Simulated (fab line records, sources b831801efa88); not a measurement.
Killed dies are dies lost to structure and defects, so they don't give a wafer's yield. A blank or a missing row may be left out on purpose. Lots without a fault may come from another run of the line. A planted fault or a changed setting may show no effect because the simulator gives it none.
fab line records | flow sfq_line
record lots=7 wafers=21 last_day=91
route steps=325 shown M2@98 I2@103
lots that met no fault: from a run of the same line without faults
start_h: hours from the record's first day to the start of the lot's first wafer shown | wait_h: hours since the lot's step before | " the same as in the row above | L1.1+2: a row that stands for several wafers | - no value, or no start given | * or withheld: withheld | < > ~ a bound
route shown NAME@n: a module of which the file shows steps, and the number in the route of the first | usual: mean/standard deviation of fault-free wafers | same: alike in all rows | chamber/n: place in a boat | sites: the reading at each site | _std_site: their standard deviation | _edge_site: outer sites' mean less inner sites' | radius_mm: how far each site lies from the wafer's centre | mask NAME#n: copy n | behind: the tool/chamber that last shaped the wafer | hold: why the lot was held/for how many hours/how that ended | device: the transistor (n, p or np) that didn't switch | end of line: the same wafers' tests at the end of the route | a step without rows: its recipe alone | killed: dies lost to structure and defects at the first sort, not the wafer's yield | map: a wafer's dies, x killed, . not, _ none there
set.NAME: the setting as run; set.NAME@STEP: as run at that earlier step | model.NAME: the simulator's own value behind a step, which no gauge read
lots at some steps of the route; a table a step, a row a wafer
services: from which hour (start_h, from the record's first day; less than 0 if before it) a tool's chamber was out of use, for how many hours, and why
## steps
# step SFQ_M2_OVL_MEAS_916
# usual M2_OVL=-5/7.4
# columns lot.wafer tool chamber start_h wait_h M2_OVL[nm]
L989.1 overlay-02 - 776.06 0.1 -10
L989.2 " - " " -8
L989.3 " - " " -12
L998.1 overlay-01 - 851.71 0.1 3
L998.2 " - " " 3
L998.4 " - " " -5
L100.3 overlay-02 - 872.24 0.1 -15
L100.4 " - " " -10
L100.6 " - " " -11
L101.1 overlay-02 - 881.83 0.1 2
L101.4 " - " " -6
L101.6 " - " " -1
L102.1 overlay-02 - 887.83 0.1 -7
L102.2 " - " " 7
L102.5 " - " " -1
L104.3 overlay-02 - 899.84 0.1 4
L104.5 " - " " 7
L104.6 " - " " 10
L108.2 overlay-02 - 942.37 0.1 -17
L108.3 " - " " -21
L108.4 " - " " -15
# step SFQ_TRILAYER_M2_BARC_OPEN_METAL_ETCH_077
# recipe mask_material=PR chemistry=O2 target_depth_nm=125 target=BARC icp_w=600 bias_w=80 pressure_mtorr=10 time_s=41.7
# usual drypump_motor_current_A=5.7/0.49 he_backside_leak_sccm=3.42/0.21 oes_product_au=0.685/0.0049
# columns lot.wafer tool chamber start_h wait_h drypump_motor_current_A he_backside_leak_sccm oes_product_au rf_hours_counter_h
L989.1 rie_metal-02 0 776.10 0.0 6.3 3.43 0.691 142
L989.2 " 1 " " 5.1 3.64 0.688 74
L989.3 " 1 " " 5.1 3.70 0.678 -
L998.1 rie_metal-04 1 851.75 0.0 6.2 3.24 0.689 60
L998.2 " 0 " " 6.2 3.56 0.683 118
L998.4 " 0 " " 6.2 3.76 0.689 -
L100.3 rie_metal-03 1 872.28 0.0 5.2 3.65 0.685 -
L100.4 " 0 " " 5.5 3.26 0.693 -
L100.6 " 0 " " 5.5 3.13 0.682 -
L101.1 rie_metal-04 0 881.86 0.0 6.2 3.57 0.692 123
L101.4 " 1 " " 6.2 3.15 0.688 -
L101.6 " 0 " " 6.2 3.44 0.689 -
L102.1 rie_metal-03 1 887.86 0.0 5.3 3.32 0.689 65
L102.2 " 0 " " 5.5 3.15 0.687 91
L102.5 " 1 " " 5.2 3.57 0.690 -
L104.3 rie_metal-03 1 899.88 0.0 5.2 3.39 0.685 -
L104.5 " 0 " " 5.5 3.26 0.687 -
L104.6 " 1 " " 5.2 3.44 0.687 -
L108.2 rie_metal-03 1 942.40 0.0 5.3 3.88 0.689 74
L108.3 " 0 " " 5.5 3.33 0.682 -
L108.4 " 1 " " 5.2 3.56 0.694 -
# step SFQ_TRILAYER_M2_ETCH_METAL_ETCH_060
# recipe target=Nb stop_on=SiO2 mask_material=PR chemistry=Cl2/Ar target_depth_nm=240 icp_w=600 bias_w=80 pressure_mtorr=10 time_s=120
# usual drypump_motor_current_A=5.7/0.49 he_backside_leak_sccm=3.42/0.28 oes_product_au=0.894/0.006
# columns lot.wafer tool chamber start_h wait_h drypump_motor_current_A he_backside_leak_sccm oes_product_au rf_hours_counter_h
L989.1 rie_metal-02 0 776.15 0.0 6.3 3.01 0.893 143
L989.2 " 1 " " 5.1 3.61 0.898 74
L989.3 " 1 " " 5.1 3.40 0.890 -
L998.1 rie_metal-04 1 851.80 0.0 6.3 3.35 0.904 60
L998.2 " 0 " " 6.2 3.25 0.900 118
L998.4 " 0 " " 6.2 3.28 0.881 -
L100.3 rie_metal-03 1 872.37 0.1 5.2 3.37 0.902 -
L100.4 " 0 " " 5.5 3.21 0.898 -
L100.6 " 0 " " 5.5 3.26 0.896 -
L101.1 rie_metal-04 0 881.92 0.0 6.1 3.63 0.898 123
L101.4 " 1 " " 6.2 3.32 0.904 -
L101.6 " 0 " " 6.2 3.72 0.891 -
L102.1 rie_metal-03 1 887.92 0.0 5.3 3.57 0.886 65
L102.2 " 0 " " 5.4 3.13 0.898 91
L102.5 " 1 " " 5.2 3.70 0.900 -
L104.3 rie_metal-03 1 899.97 0.1 5.2 3.39 0.911 -
L104.5 " 0 " " 5.5 3.12 0.900 -
L104.6 " 1 " " 5.2 3.28 0.897 -
L108.2 rie_metal-03 1 942.46 0.0 5.2 3.43 0.883 74
L108.3 " 0 " " 5.4 3.20 0.889 -
L108.4 " 1 " " 5.3 3.37 0.889 -
# step SFQ_TRILAYER_M2_STRIP_STRIP_061
# recipe gas=O2 power_w=200 platen_temp_c=40 overash_fraction=0.65 chemistry=O2 pressure_mtorr=50
# step SFQ_TRILAYER_M2_STRIP_SOLV_CLEAN_062
# recipe chemistry=NMP temp_c=70 time_s=600
# step SFQ_TRILAYER_I2_DEP_PECVD_063
# recipe material=SiO2 temp_c=150 time_s=111.11 pressure_torr=2.4 rf_w=183.3 precursor=SiH4/N2O target_thk_nm=500
# usual heater_power_w=82/9.2 throttle_valve_pct=24.8/1.2
# columns lot.wafer tool chamber start_h wait_h heater_power_w throttle_valve_pct
L989.1 pecvd-03 2 777.05 0.0 92 23.4
L989.2 " 1 " " 90 25.7
L989.3 " 0 " " 79 24.7
L998.1 pecvd-03 1 852.72 0.0 79 25.7
L998.2 " 0 " " 89 25.1
L998.4 " 0 " " 90 25.0
L100.3 pecvd-04 0 873.26 0.0 58 24.6
L100.4 " 2 " " 82 23.4
L100.6 " 0 " " 63 24.3
L101.1 pecvd-04 1 882.82 0.0 80 24.2
L101.4 " 1 " " 80 24.2
L101.6 " 2 " " 89 23.4
L102.1 pecvd-02 1 888.82 0.0 88 27.2
L102.2 " 2 " " 86 26.2
L102.5 " 1 " " 93 27.2
L104.3 pecvd-03 1 900.82 0.0 90 26.1
L104.5 " 2 " " 90 23.3
L104.6 " 0 " " 88 25.3
L108.2 pecvd-03 0 943.36 0.0 91 25.3
L108.3 " 2 " " 92 23.5
L108.4 " 2 " " 93 23.6
# step SFQ_TRILAYER_I2_CMP_CMP_064
# recipe material=SiO2 down_force_psi=3 platen_rpm=60 pad_velocity_m_s=0.94248
# usual motor_current_A=10.7/0.94 slurry_flow_ml_min=149.9/0.45 time_to_endpoint_s=220/7.2
# columns lot.wafer tool chamber start_h wait_h motor_current_A slurry_flow_ml_min time_to_endpoint_s
L989.1 cmp-02 2 783.60 6.5 11.0 149.6 210
L989.3 " 3 " " 11.0 150.4 213
L989.2 " 0 " " 11.5 150.1 211
L998.4 cmp-02 0 861.60 8.8 11.2 150.9 221
L998.2 " 2 862.60 9.8 10.5 149.9 209
L998.1 " 3 " " 11.0 149.6 218
L100.4 cmp-01 2 882.52 9.2 8.9 149.7 224
L100.3 " 1 884.02 10.7 9.7 150.2 230
L100.6 " 2 " " 9.1 149.5 230
L101.1 cmp-01 1 898.49 15.6 9.3 149.9 217
L101.4 " 2 " " 8.7 149.7 223
L101.6 " 0 899.99 17.1 12.4 150.3 238
L102.1 cmp-02 1 904.10 15.2 9.6 149.7 221
L102.2 " 3 905.10 16.2 10.7 149.9 227
L102.5 " 1 906.10 17.2 9.7 150.0 228
L104.3 cmp-02 3 913.60 12.7 11.4 150.6 220
L104.6 " 1 914.60 13.7 10.1 150.0 215
L104.5 " 2 " " 11.1 150.3 209
L108.4 cmp-02 3 965.06 21.6 10.9 149.6 216
L108.3 " 0 " " 10.5 150.1 211
L108.2 " 1 " " 9.8 149.3 217
# step SFQ_I2_BOW_MEAS_917
# recipe mode=bow
# usual I2_BOW=1/7.5
# columns lot.wafer tool chamber start_h wait_h I2_BOW[um]
L989.1 film_metro-02 - 786.60 2.5 2
L989.2 " - " " 12
L989.3 " - " " 7
L998.1 film_metro-01 - 864.60 1.0 0
L998.2 " - " " 11
L998.4 " - " " -3
L100.3 film_metro-04 - 885.56 1.0 6
L100.4 " - " " -3
L100.6 " - " " -2
L101.1 film_metro-01 - 900.99 2.0 -5
L101.4 " - " " -1
L101.6 " - " " -6
L102.1 film_metro-01 - 906.60 2.0 -4
L102.2 " - " " 24
L102.5 " - " " 6
L104.3 film_metro-04 - 915.64 1.5 4
L104.5 " - " " 6
L104.6 " - " " 10
L108.2 film_metro-04 - 967.58 1.0 5
L108.3 " - " " 3
L108.4 " - " " 9
# step SFQ_TRILAYER_I2_METRO_MEASURE_065
# usual thk_nm=200.3/1
# columns lot.wafer tool chamber start_h wait_h thk_nm
L989.1 film_metro-02 - 786.72 0.1 199.4
L989.2 " - " " 199.6
L989.3 " - " " 200.4
L998.1 film_metro-01 - 864.72 0.1 200.9
L998.2 " - " " 200.1
L998.4 " - " " 200.1
L100.3 film_metro-04 - 886.04 0.5 201.7
L100.4 " - " " 201.9
L100.6 " - " " 202.6
L101.1 film_metro-01 - 901.11 0.1 200.5
L101.4 " - " " 201.0
L101.6 " - " " 200.3
L102.1 film_metro-01 - 906.72 0.1 200.0
L102.2 " - " " 200.2
L102.5 " - " " 198.8
L104.3 film_metro-04 - 916.12 0.5 201.7
L104.5 " - " " 201.0
L104.6 " - " " 201.0
L108.2 film_metro-04 - 967.88 0.3 201.9
L108.3 " - " " 200.7
L108.4 " - " " 201.1
# step SFQ_TRILAYER_I2_VIA_LITHO_COAT_072
# recipe resist=BARC spin_rpm=3000 resist_thk_nm=62
# step SFQ_TRILAYER_I2_VIA_LITHO_COAT_067
# recipe resist=KrF spin_rpm=2975 resist_thk_nm=650
# step SFQ_TRILAYER_I2_VIA_LITHO_SOFTBAKE_071
# recipe temp_c=withheld time_s=withheld resist=KrF
# step SFQ_TRILAYER_I2_VIA_LITHO_EXPOSE_068
# recipe mask_id=I2 na=0.6 source_shape=conventional sigma_outer=0.65 target_cd_nm=500 dose_mj=21.3
# usual exposure_dose_mJ_cm2=21.298/0.022 focus_offset_nm=-0.1/0.5
# columns lot.wafer tool chamber start_h wait_h mask exposure_dose_mJ_cm2 focus_offset_nm
L989.1 krf_scanner-02 0 927.66 - I2#0 21.294 0.2
L989.2 " 0 " " I2#0 21.294 -0.1
L989.3 " 0 " " I2#0 21.286 -0.4
L998.1 krf_scanner-02 0 991.25 - I2#0 21.319 -1.5
L998.2 " 0 " " I2#0 21.294 -0.3
L998.4 " 0 " " I2#0 21.287 -0.8
L100.3 krf_scanner-02 - 1010.85 - I2#0 - -
L100.4 " - " " I2#0 - -
L100.6 " - " " I2#0 - -
L101.1 krf_scanner-02 - 1029.65 - I2#0 - -
L101.4 " - " " I2#0 - -
L101.6 " - " " I2#0 - -
L102.1 krf_scanner-02 - 1034.45 - I2#0 - -
L102.2 " - " " I2#0 - -
L102.5 " - " " I2#0 - -
L104.3 krf_scanner-02 0 1045.65 - I2#0 21.312 0.3
L104.5 " 0 " " I2#0 21.313 0.7
L104.6 " 0 " " I2#0 21.281 0.6
L108.2 krf_scanner-02 0 1095.68 - I2#0 21.288 -0.3
L108.3 " 0 " " I2#0 21.265 -0.3
L108.4 " 0 " " I2#0 21.289 -0.5
# step SFQ_TRILAYER_I2_VIA_LITHO_PEB_070
# recipe peb_temp_c=115 peb_time_s=60 resist=KrF
## services
# columns tool chamber start_h hours kind
krf_scanner-02 - 776.96 1.0 pm
krf_scanner-02 - 788.03 1.3 pm
film_metro-04 - 788.88 1.8 pm
rie_metal-04 - 789.94 2.1 repair
film_metro-04 - 806.11 1.2 pm
cmp-02 - 818.42 0.6 repair
cmp-02 - 827.34 0.8 repair
pecvd-03 - 834.48 2.8 pm
krf_scanner-02 - 865.80 6.0 pm
krf_scanner-02 - 881.40 4.0 pm
krf_scanner-02 - 889.02 0.8 pm
rie_metal-04 - 922.10 1.0 repair
krf_scanner-02 - 949.26 1.0 pm
cmp-02 - 959.31 2.2 repair
krf_scanner-02 - 963.93 1.3 pm
rie_metal-03 - 1006.74 2.8 pm
rie_metal-04 - 1019.55 0.8 repair
rie_metal-04 1 1024.05 4.6 repair
cmp-02 - 1043.21 3.2 pm
pecvd-03 - 1048.10 5.5 pm
krf_scanner-02 - 1058.45 0.8 pm
cmp-02 - 1070.80 1.6 repair
cmp-02 - 1089.46 4.0 pm
cmp-02 - 1095.95 2.4 repair
## key
first_sign step=SFQ_TRILAYER_I2_VIA_LITHO_EXPOSE_068 reading=tool_record direction=missing
effect none on later readings
met_at SFQ_TRILAYER_I2_VIA_LITHO_EXPOSE_068
struck_wafers L100.3,L100.4,L100.6,L101.1,L101.4,L101.6,L102.1,L102.2,L102.5
onset_between 991.25 1010.85
fault kind=skipped_step_whole tool=krf_scanner-02 chamber=- onset_h=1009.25 steps=SFQ_TRILAYER_I2_VIA_LITHO_EXPOSE_068 scope=struck_lots_only
